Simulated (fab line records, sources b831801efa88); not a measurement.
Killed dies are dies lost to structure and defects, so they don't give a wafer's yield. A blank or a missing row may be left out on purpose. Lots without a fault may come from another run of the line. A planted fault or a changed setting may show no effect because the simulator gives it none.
Problem report in the 8D (eight disciplines) form, filled by code | flow sky130 | the parts of the form that need people (team, actions taken, sign-off) are left out

1. THE PROBLEM
killed_at_other at SKY_PAD_OPEN_PROBE_99 reads a mean of 62.0 on 1 wafer of 1 lot; wafers without a fault read 0.2 with a standard deviation of 0.42. That is +99 or more standard deviations from the usual mean.
First seen on wafer L302.2, day 49 05:19, on prober-02. The record holds 6 wafers of 2 lots with a number at this step. Rule for "out", or "out of limits": more than 4 standard deviations from the usual mean. The other wafers with a number count as sound.

2. WHAT IT IS AND WHAT IT IS NOT
question                    | is                                                                                                                         | is not
which readings at this step | killed_at_other, defect_limited_yield, killed_dies, sort_bin_3_pad_short, sort_bin_5_function, sort_n_pass, sort_yield_pct | killed_at_M0_to_M3, killed_at_M4_up, killed_at_contacts, killed_at_front_end, killed_open, killed_short, sort_bin_6_memory
which lots                  | L302                                                                                                                       | L309
which wafers of those lots  | L302.2                                                                                                                     | L302.1, L302.4
read on which tools         | prober-02                                                                                                                  | prober-01
when                        | from day 49 05:19                                                                                                          | up to then (1 sound wafer); but 4 sound wafers of L302, L309 came after

3. SUSPECTS, AND WHAT RULES EACH OUT
Counting: a tool at a process step up to the reading stays a suspect if it ran every lot that is out. Sound lots after the first of them don't rule it out here, since some wafers of a struck lot are sound.
- pvd_sputter-03 at SKY_CAPM_SPUTTER_02 (material TiN, target thk 200 nm, time 166.7 s): kept. It ran the lot that is out, L302 (day 40 18:30).
- rie_metal-03 at SKY_METAL4_METAL_ETCH_18 (etches the open film in Cl2/BCl3, stops on SiO2, target depth 845 nm, time 183.1 s): kept. It ran the lot that is out, L302 (day 45 16:18).
- plasma_asher-03 at SKY_PAD_OPEN_STRIP_08 (strips in O2/N2): kept. It ran the lot that is out, L302 (day 49 03:03).
- prober-02 at SKY_PAD_OPEN_PROBE_99: kept. It ran the lot that is out, L302 (day 49 05:16). Its own readings are out on those wafers: defect_limited_yield, killed_at_other, killed_dies, sort_bin_3_pad_short, sort_bin_5_function, sort_n_pass, sort_yield_pct.
- Within rie_metal-03 at SKY_METAL4_METAL_ETCH_18: the wafers that are out ran in chamber 0; their sound lot-mates ran in chamber 1.
- Within plasma_asher-03 at SKY_PAD_OPEN_STRIP_08: the wafers that are out ran in chamber 0; their sound lot-mates ran in chamber 1.
Left after counting: pvd_sputter-03 at SKY_CAPM_SPUTTER_02, rie_metal-03 at SKY_METAL4_METAL_ETCH_18, plasma_asher-03 at SKY_PAD_OPEN_STRIP_08, prober-02 at SKY_PAD_OPEN_PROBE_99.

4. THE CAUSE (what the simulator had put in)
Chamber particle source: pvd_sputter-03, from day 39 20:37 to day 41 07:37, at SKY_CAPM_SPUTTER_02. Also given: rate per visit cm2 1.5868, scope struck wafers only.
Counting left 4 suspects, and this tool is among them.

5. THE CHAIN OF EFFECTS, in route order
Each row: a reading whose mean over the struck wafers that have a number lies more than 3 standard deviations from the usual. Only readings for which the record gives a usual standard deviation are gone through. hours: the time from each lot's start at the first step in this table that gives one to its start at this step, as a median over the lots. sigmas: the change in usual standard deviations.
hours | step                  | reading              | usual  | on struck wafers | change | sigmas
0     | SKY_PAD_OPEN_PROBE_99 | defect_limited_yield | 82.2 % | 71.7             | -10.5  | -5.5
0     | SKY_PAD_OPEN_PROBE_99 | killed_at_other      | 0.2    | 62.0             | +61.8  | +99 or more
0     | SKY_PAD_OPEN_PROBE_99 | killed_dies          | 88     | 139              | +51    | +5.5
0     | SKY_PAD_OPEN_PROBE_99 | sort_bin_3_pad_short | 0.9 %  | 3.3              | +2.4   | +5.6
0     | SKY_PAD_OPEN_PROBE_99 | sort_bin_5_function  | 10.6 % | 17.1             | +6.5   | +4.3
0     | SKY_PAD_OPEN_PROBE_99 | sort_n_pass          | 404    | 353              | -51    | -5.5
0     | SKY_PAD_OPEN_PROBE_99 | sort_yield_pct       | 82.2 % | 71.7             | -10.5  | -5.5
The process steps in it:
- SKY_PAD_OPEN_PROBE_99

6. WHAT WOULD HAVE CAUGHT IT SOONER
In this record the first reading out of limits was taken at day 49 05:19, 225 hours after the fault began at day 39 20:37.
Of the tool readings at SKY_CAPM_SPUTTER_02 for which the record gives a usual standard deviation, none was out on any struck wafer, so an alarm limit of 4 standard deviations on them would not have fired.
All the lots that are out (1) had begun SKY_CAPM_SPUTTER_02 on pvd_sputter-03 by day 49 05:19. A hold on the tool at that time would have spared none of them.
